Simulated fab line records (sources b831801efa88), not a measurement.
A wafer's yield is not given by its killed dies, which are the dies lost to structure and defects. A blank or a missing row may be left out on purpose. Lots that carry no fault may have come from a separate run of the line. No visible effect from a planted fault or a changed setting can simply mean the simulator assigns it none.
fab line records -- flow sky130
record: lots: 5, wafers: 23
route steps=708 shown VIA4@657 METAL5@661 PASSIVATION@687
start-h: the number of hours between the record's first day and the start of the first shown wafer of the lot -- wait-h: hours elapsed since this lot's preceding step -- " repeats the value in the row above -- L1.1+2: a row that stands for several wafers -- - no value present, or no start provided -- * or withheld: withheld -- < > ~ a bound
route shown NAME@n: NAME is a module with steps in the file, n the number in the route of the first one -- usual: mean/standard deviation taken from wafers without a fault -- same: alike in all rows -- chamber/n: place in a boat -- sites: per-site readings -- _std_site: standard deviation across them -- _edge_site: mean of outer sites minus mean of inner sites -- radius-mm: how far each site lies from the wafer's centre -- mask NAME#n: copy n -- behind: tool/chamber where the wafer was last shaped -- hold: cause of the lot's hold/its duration in hours/its outcome -- device: which transistor (n, p or np) failed to switch -- end of line: at the end of the route, the tests of the same wafers -- a step given without rows: its recipe and nothing more -- killed: count of dies lost to structure and defects at first sort (not the wafer's yield) -- map: a wafer's dies, marking killed ones x, the rest . and places with no die _
set.NAME: the setting that was run; set.NAME@STEP: the one run at that earlier step -- model.NAME: the simulator's own value behind a step, which no gauge read
lots with deliberately changed settings; one table per step, one row per wafer
== steps ==
step: SKY_VIA4_CVD_18
recipe: material: W, target-thk-nm: 505, time-s: 152.14, temp-c: 400, pressure-torr: 40
lot.wafer,tool,chamber,start-h,wait-h,set.temp-c,model.W_of_VIA4_CVD_18.thk-nm
L074.1,cvd-w-01,0,1002.64,0.0,395.5,472.3
L074.2,cvd-w-01,1,1002.64,0.0,395.5,467.8
L074.3,cvd-w-01,1,1002.64,0.0,400,507.7
L074.4,cvd-w-01,0,1002.64,0.0,395.5,465
L074.6,cvd-w-01,0,1002.64,0.0,400,509.2
L075.1,cvd-w-02,0,1018.59,0.0,400,510.4
L075.3,cvd-w-02,1,1018.59,0.0,400,513.2
L075.4,cvd-w-02,0,1018.59,0.0,400,509
L075.5,cvd-w-02,1,1018.59,0.0,400,513.3
L075.6,cvd-w-02,0,1018.59,0.0,400,508.8
L076.1,cvd-w-02,0,1025.29,0.0,403.6,545.5
L076.2,cvd-w-02,1,1025.29,0.0,400,516.9
L076.3,cvd-w-02,1,1025.29,0.0,403.6,548.5
L076.5,cvd-w-02,0,1025.29,0.0,400,509.4
L076.6,cvd-w-02,1,1025.29,0.0,400,510.3
L077.1,cvd-w-01,1,1027.93,0.0,400,494.1
L077.2,cvd-w-01,0,1027.93,0.0,411.4,615.4
L077.3,cvd-w-01,0,1027.93,0.0,400,499.6
L077.4,cvd-w-01,1,1027.93,0.0,400,493.8
L077.6,cvd-w-01,0,1027.93,0.0,411.4,622.3
L081.1,cvd-w-02,0,1058.64,0.0,400,501.9
L081.2,cvd-w-02,1,1058.64,0.0,400,514.4
L081.3,cvd-w-02,0,1058.64,0.0,400,502.2
step: SKY_VIA4_RS_MEAS_19
recipe: thk-meas-gauge: four-point-probe, reads: W_of_VIA4_CVD_18+TiN_of_VIA4_SPUTTER_17
usual: VIA4_W_RS: 0.2257/0.0028
lot.wafer,tool,chamber,start-h,wait-h,set.temp-c@VIA4_CVD_18,VIA4_W_RS[ohm/sq]
L074.1,film-metro-02,-,1002.79,0.1,395.5,0.2421
L074.2,film-metro-02,-,1002.79,0.1,395.5,0.2447
L074.3,film-metro-02,-,1002.79,0.1,400,0.2250
L074.4,film-metro-02,-,1002.79,0.1,395.5,0.2458
L074.6,film-metro-02,-,1002.79,0.1,400,0.2243
L075.1,film-metro-02,-,1018.74,0.1,400,0.2244
L075.3,film-metro-02,-,1018.74,0.1,400,0.2229
L075.4,film-metro-02,-,1018.74,0.1,400,0.2246
L075.5,film-metro-02,-,1018.74,0.1,400,0.2228
L075.6,film-metro-02,-,1018.74,0.1,400,0.2248
L076.1,film-metro-03,-,1025.44,0.1,403.6,0.2099
L076.2,film-metro-03,-,1025.44,0.1,400,0.2211
L076.3,film-metro-03,-,1025.44,0.1,403.6,0.2086
L076.5,film-metro-03,-,1025.44,0.1,400,0.2245
L076.6,film-metro-03,-,1025.44,0.1,400,0.2245
L077.1,film-metro-03,-,1028.08,0.1,400,0.2315
L077.2,film-metro-03,-,1028.08,0.1,411.4,0.1855
L077.3,film-metro-03,-,1028.08,0.1,400,0.2290
L077.4,film-metro-03,-,1028.08,0.1,400,0.2318
L077.6,film-metro-03,-,1028.08,0.1,411.4,0.1837
L081.1,film-metro-04,-,1058.79,0.1,400,0.2283
L081.2,film-metro-04,-,1058.79,0.1,400,0.2222
L081.3,film-metro-04,-,1058.79,0.1,400,0.2285
step: SKY_VIA4_THK_MEAS_20
recipe: thk-meas-gauge: xrf, reads: W_of_VIA4_CVD_18
usual: VIA4_W_THK: 510/6.8
lot.wafer,tool,chamber,start-h,wait-h,set.temp-c@VIA4_CVD_18,VIA4_W_THK[nm]
L074.1,film-metro-02,-,1002.91,0.1,395.5,473
L074.2,film-metro-02,-,1002.91,0.1,395.5,470
L074.3,film-metro-02,-,1002.91,0.1,400,510
L074.4,film-metro-02,-,1002.91,0.1,395.5,464
L074.6,film-metro-02,-,1002.91,0.1,400,510
L075.1,film-metro-02,-,1018.86,0.1,400,513
L075.3,film-metro-02,-,1018.86,0.1,400,519
L075.4,film-metro-02,-,1018.86,0.1,400,512
L075.5,film-metro-02,-,1018.86,0.1,400,516
L075.6,film-metro-02,-,1018.86,0.1,400,510
L076.1,film-metro-03,-,1025.56,0.1,403.6,551
L076.2,film-metro-03,-,1025.56,0.1,400,519
L076.3,film-metro-03,-,1025.56,0.1,403.6,553
L076.5,film-metro-03,-,1025.56,0.1,400,514
L076.6,film-metro-03,-,1025.56,0.1,400,513
L077.1,film-metro-03,-,1028.20,0.1,400,497
L077.2,film-metro-03,-,1028.20,0.1,411.4,620
L077.3,film-metro-03,-,1028.20,0.1,400,502
L077.4,film-metro-03,-,1028.20,0.1,400,500
L077.6,film-metro-03,-,1028.20,0.1,411.4,630
L081.1,film-metro-04,-,1058.91,0.1,400,501
L081.2,film-metro-04,-,1058.91,0.1,400,513
L081.3,film-metro-04,-,1058.91,0.1,400,500
step: SKY_METAL5_SPUTTER_00
recipe: material: Ti, target-thk-nm: 15, power-w: 3000, time-s: 10, chamber-pressure-pa: 0.4
lot.wafer,tool,chamber,start-h,wait-h,set.power-w,model.Ti_of_METAL5_SPUTTER_00.thk-nm
L074.1,pvd-sputter-03,-,1003.27,0.2,3275,16.65
L074.2,pvd-sputter-03,-,1003.27,0.2,3000,15.23
L074.3,pvd-sputter-03,-,1003.27,0.2,3275,16.29
L074.4,pvd-sputter-03,-,1003.27,0.2,3000,14.9
L074.6,pvd-sputter-03,-,1003.27,0.2,3275,16.44
L075.1,pvd-sputter-02,-,1019.22,0.2,3000,15.07
L075.3,pvd-sputter-02,-,1019.22,0.2,2890,14.48
L075.4,pvd-sputter-02,-,1019.22,0.2,2890,14.53
L075.5,pvd-sputter-02,-,1019.22,0.2,3000,15.2
L075.6,pvd-sputter-02,-,1019.22,0.2,3000,14.95
L076.1,pvd-sputter-01,-,1025.92,0.2,3000,15.05
L076.2,pvd-sputter-01,-,1025.92,0.2,3350,17.07
L076.3,pvd-sputter-01,-,1025.92,0.2,3000,14.96
L076.5,pvd-sputter-01,-,1025.92,0.2,3000,15.15
L076.6,pvd-sputter-01,-,1025.92,0.2,3350,16.7
L077.1,pvd-sputter-02,-,1028.69,0.1,3000,14.87
L077.2,pvd-sputter-02,-,1028.69,0.1,3000,14.91
L077.3,pvd-sputter-02,-,1028.69,0.1,2719,13.71
L077.4,pvd-sputter-02,-,1028.69,0.1,2719,13.67
L077.6,pvd-sputter-02,-,1028.69,0.1,2719,13.58
L081.1,pvd-sputter-01,-,1059.27,0.2,3000,14.8
L081.2,pvd-sputter-01,-,1059.27,0.2,3000,15.12
L081.3,pvd-sputter-01,-,1059.27,0.2,3000,15.17
step: SKY_PASSIVATION_COAT_06
recipe: spin-rpm: 2000, resist-thk-nm: 3000
lot.wafer,tool,chamber,start-h,wait-h,set.spin-rpm,model.coat_of_PASSIVATION_COAT_06.thk-nm
L074.1+2+4,litho-track-03,0,1038.39,0.1,2000,2994
L074.3,litho-track-03,0,1038.39,0.1,2000,2991
L074.6,litho-track-03,0,1038.39,0.1,2000,2993
L075.1,litho-track-03,0,1054.64,0.1,2123,2912
L075.3,litho-track-03,0,1054.64,0.1,2123,2918
L075.4,litho-track-03,0,1054.64,0.1,2000,3006
L075.5,litho-track-03,0,1054.64,0.1,2123,2915
L075.6,litho-track-03,0,1054.64,0.1,2000,3011
L076.1,litho-track-04,0,1059.93,0.1,2000,2996
L076.2,litho-track-04,0,1059.93,0.1,2094,2930
L076.3+5,litho-track-04,0,1059.93,0.1,2094,2931
L076.6,litho-track-04,0,1059.93,0.1,2000,2995
L077.1,litho-track-04,0,1062.68,0.1,1936,3066
L077.2,litho-track-04,0,1062.68,0.1,2000,3015
L077.3,litho-track-04,0,1062.68,0.1,2000,2999
L077.4,litho-track-04,0,1062.68,0.1,1936,3057
L077.6,litho-track-04,0,1062.68,0.1,2000,3009
L081.1,litho-track-03,0,1091.94,0.1,2000,2998
L081.2,litho-track-03,0,1091.94,0.1,2000,2992
L081.3,litho-track-03,0,1091.94,0.1,2000,2997
step: SKY_PASSIVATION_SOFTBAKE_07
recipe: temp-c: 110, time-s: withheld
step: SKY_PASSIVATION_EXPOSE_08
recipe: mask-id: NSM, target-cd-nm: 3000, na: 0.57, dose-mj: 260
step: SKY_PASSIVATION_DEVELOP_10
recipe: develop-time-s: 60, dev-temp-c: 23
step: SKY_PASSIVATION_ETCH_11
recipe: chemistry: CF4/O2, target-depth-nm: 725, stop-on: AlCu, source-w: 800, bias-w: 150, pressure-mtorr: 150, cf4-flow-sccm: 80, O2_flow_sccm: 10, time-s: 154
step: SKY_PASSIVATION_STRIP_12
recipe: chemistry: O2/N2, power-w: 1400, pressure-mtorr: 1500, platen-temp-c: withheld, overash-fraction: 0.7, o2-flow-sccm: 3000, n2-flow-sccm: 300
usual: strip-time-to-endpoint-s: 31.70/0.13
lot.wafer,tool,chamber,start-h,wait-h,set.spin-rpm@PASSIVATION_COAT_06,strip-time-to-endpoint-s
L074.1,plasma-asher-04,1,1050.04,0.1,2000,31.70
L074.2,plasma-asher-04,0,1050.04,0.1,2000,31.65
L074.3,plasma-asher-04,0,1050.04,0.1,2000,31.64
L074.4,plasma-asher-04,1,1050.04,0.1,2000,31.59
L074.6,plasma-asher-04,0,1050.04,0.1,2000,31.60
L075.1,plasma-asher-01,1,1065.54,0.1,2123,30.56
L075.3,plasma-asher-01,1,1065.54,0.1,2123,30.70
L075.4,plasma-asher-01,0,1065.54,0.1,2000,31.72
L075.5,plasma-asher-01,1,1065.54,0.1,2123,30.67
L075.6,plasma-asher-01,0,1065.54,0.1,2000,31.71
L076.1,plasma-asher-04,1,1070.74,0.1,2000,31.66
L076.2,plasma-asher-04,0,1070.74,0.1,2094,30.81
L076.3,plasma-asher-04,0,1070.74,0.1,2094,30.83
L076.5,plasma-asher-04,1,1070.74,0.1,2094,30.84
L076.6,plasma-asher-04,0,1070.74,0.1,2000,31.54
L077.1,plasma-asher-04,1,1073.42,0.1,1936,32.47
L077.2,plasma-asher-04,0,1073.42,0.1,2000,31.85
L077.3,plasma-asher-04,0,1073.42,0.1,2000,31.60
L077.4,plasma-asher-04,1,1073.42,0.1,1936,32.34
L077.6,plasma-asher-04,1,1073.42,0.1,2000,31.81
L081.1,plasma-asher-03,1,1102.62,0.1,2000,31.73
L081.2,plasma-asher-03,0,1102.62,0.1,2000,31.61
L081.3,plasma-asher-03,1,1102.62,0.1,2000,31.79
== key ==
split: step: SKY_VIA4_CVD_18, setting: temp-c, stated: 400, by: wafer
response: step: SKY_VIA4_CVD_18, reading: model.W_of_VIA4_CVD_18.thk-nm, change: +41.9, per: 1%, r: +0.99
response: step: SKY_VIA4_RS_MEAS_19, reading: VIA4_W_RS, change: -0.0163, per: 1%, r: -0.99
response: step: SKY_VIA4_THK_MEAS_20, reading: VIA4_W_THK, change: +42.6, per: 1%, r: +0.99
split: step: SKY_METAL5_SPUTTER_00, setting: power-w, stated: 3000, by: wafer
response: step: SKY_METAL5_SPUTTER_00, reading: model.Ti_of_METAL5_SPUTTER_00.thk-nm, change: +0.149, per: 1%, r: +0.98
split: step: SKY_PASSIVATION_COAT_06, setting: spin-rpm, stated: 2000, by: wafer
response: step: SKY_PASSIVATION_COAT_06, reading: model.coat_of_PASSIVATION_COAT_06.thk-nm, change: -15, per: 1%, r: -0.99
response: step: SKY_PASSIVATION_STRIP_12, reading: strip-time-to-endpoint-s, change: *, per: 1%, r: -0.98
